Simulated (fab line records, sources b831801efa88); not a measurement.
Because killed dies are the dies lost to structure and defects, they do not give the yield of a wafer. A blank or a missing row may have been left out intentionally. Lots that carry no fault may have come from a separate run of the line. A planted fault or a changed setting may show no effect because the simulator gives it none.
Problem report in the 8D (eight disciplines) form, filled by code	flow sky130	the parts of the form that need people (team, actions taken, sign-off) are left out

== 1. THE PROBLEM ==
LOCAL_INTERCONNECT_TIN_RS at SKY_LOCAL_INTERCONNECT_RS_MEAS_01 reads a mean of 13.32 ohm/sq on 1 wafer of 1 lot; wafers without a fault read 14.12 ohm/sq with a standard deviation of 0.17. That puts it -4.7 standard deviations away from the usual mean.
The step: measures by four-point-probe.
First seen on wafer L983.4, day 34 00:22, on film-metro-03. At this step, 39 wafers from 13 lots have a number in the record. The rule behind "out" and "out of limits": a value lying over 4 standard deviations away from the usual mean. The rest of the wafers with a number are treated as sound.

== 2. WHAT IT IS, AND WHAT IT ISN'T ==
question	is	is not
which readings at this step	LOCAL_INTERCONNECT_TIN_RS	-
which lots	L983	L971, L972, L973, L974, L975, L976, L978, L979, L980, L981, L987, L991
which wafers of those lots	L983.4	L983.1, L983.3
read on which gauges	film-metro-03	film-metro-01, film-metro-04
when	from day 34 00:22	up to then (32 sound wafers); but 6 sound wafers of L987, L991 came after

== 3. THE SUSPECTS, EACH WITH WHAT RULES IT OUT ==
Counting: any tool at a process step up to the reading remains a suspect provided it ran every lot that is out. Sound lots after the first of them don't rule it out here, since some wafers of a struck lot are sound.
- the gauge at SKY_LOCAL_INTERCONNECT_RS_MEAS_01 is ruled out. All the wafers that are out were read on film-metro-03, but those of them that SKY_LOCAL_INTERCONNECT_SPUTTER_00 has rows for are out there too, on other tools.
- plasma-asher-02 at SKY_VT_ADJUST_HVTR_STRIP_10 (strips in O2/N2): kept. It ran the lot that is out, L983 (day 13 19:40); its last sound lot up to then is L981 (day 13 15:26).
- pvd-sputter-01 at SKY_LOCAL_INTERCONNECT_SPUTTER_00 (material TiN, target thk 100 nm, time 83.3 s): kept. It ran the lot that is out, L983 (day 34 00:18); its last sound lot up to then is L981 (day 33 18:32). On those wafers its own readings are out: cathode-dc-power-W.
- The sound lot-mates ran in chamber 0 of plasma-asher-02 at SKY_VT_ADJUST_HVTR_STRIP_10, but the wafers that are out ran in chamber 1.
The count leaves pvd-sputter-01 at SKY_LOCAL_INTERCONNECT_SPUTTER_00 and plasma-asher-02 at SKY_VT_ADJUST_HVTR_STRIP_10.

== 4. THE CAUSE (what the simulator had put in) ==
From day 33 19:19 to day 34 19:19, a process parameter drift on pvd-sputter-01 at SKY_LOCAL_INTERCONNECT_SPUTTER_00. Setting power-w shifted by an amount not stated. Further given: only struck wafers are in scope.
This tool is one of the 2 suspects left after counting.

== 5. SEQUENCE OF EFFECTS, ordered by route ==
Each row: a reading whose mean over the struck wafers that have a number lies more than 3 standard deviations from the usual. Only readings for which the record gives a usual standard deviation are gone through. hours: the time from each lot's start at the first step in this table that gives one to its start at this step, as a median over the lots. sigmas: the change in usual standard deviations.
hours	step	reading	usual	on struck wafers	change	sigmas
0	SKY_LOCAL_INTERCONNECT_SPUTTER_00	cathode-dc-power-W	6500.2 W	6903.6	+403.4	+99 or more
0	SKY_LOCAL_INTERCONNECT_RS_MEAS_01	LOCAL_INTERCONNECT_TIN_RS	14.12 ohm/sq	13.32	-0.80	-4.7
0	SKY_LOCAL_INTERCONNECT_THK_MEAS_02	LOCAL_INTERCONNECT_TIN_THK	97.5 nm	102.2	+4.7	+3.6
27	SKY_LOCAL_INTERCONNECT_METAL_ETCH_14	oes-product-au	0.943 a.u.	0.969	+0.026	+3.3
Its process steps:
- SKY_LOCAL_INTERCONNECT_SPUTTER_00: material TiN, target thk 100 nm, time 83.3 s.
- SKY_LOCAL_INTERCONNECT_METAL_ETCH_14: etches TiN in Cl2/BCl3, stops on PSG, target depth 110 nm, time 31.4 s.
Later steps that measure or inspect, where all struck wafers having a row at the step show a number for every such reading and not one has moved that far: SKY_METAL2_OVL_MEAS_16.

== 6. WHAT WOULD HAVE CAUGHT IT SOONER ==
5 hours passed between the start of the fault at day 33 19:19 and the first reading out of limits at a measuring or inspecting step in this record, taken at day 34 00:22.
At SKY_LOCAL_INTERCONNECT_SPUTTER_00, the tool's own readings (cathode-dc-power-W) were out on each struck wafer the step has a row for, so an alarm limit on them would have fired on the first such wafer.
Each of the lots that are out, 1 in all, had begun SKY_LOCAL_INTERCONNECT_SPUTTER_00 on pvd-sputter-01 no later than day 34 00:22. Had the tool been put on hold then, not one of them would have been saved.
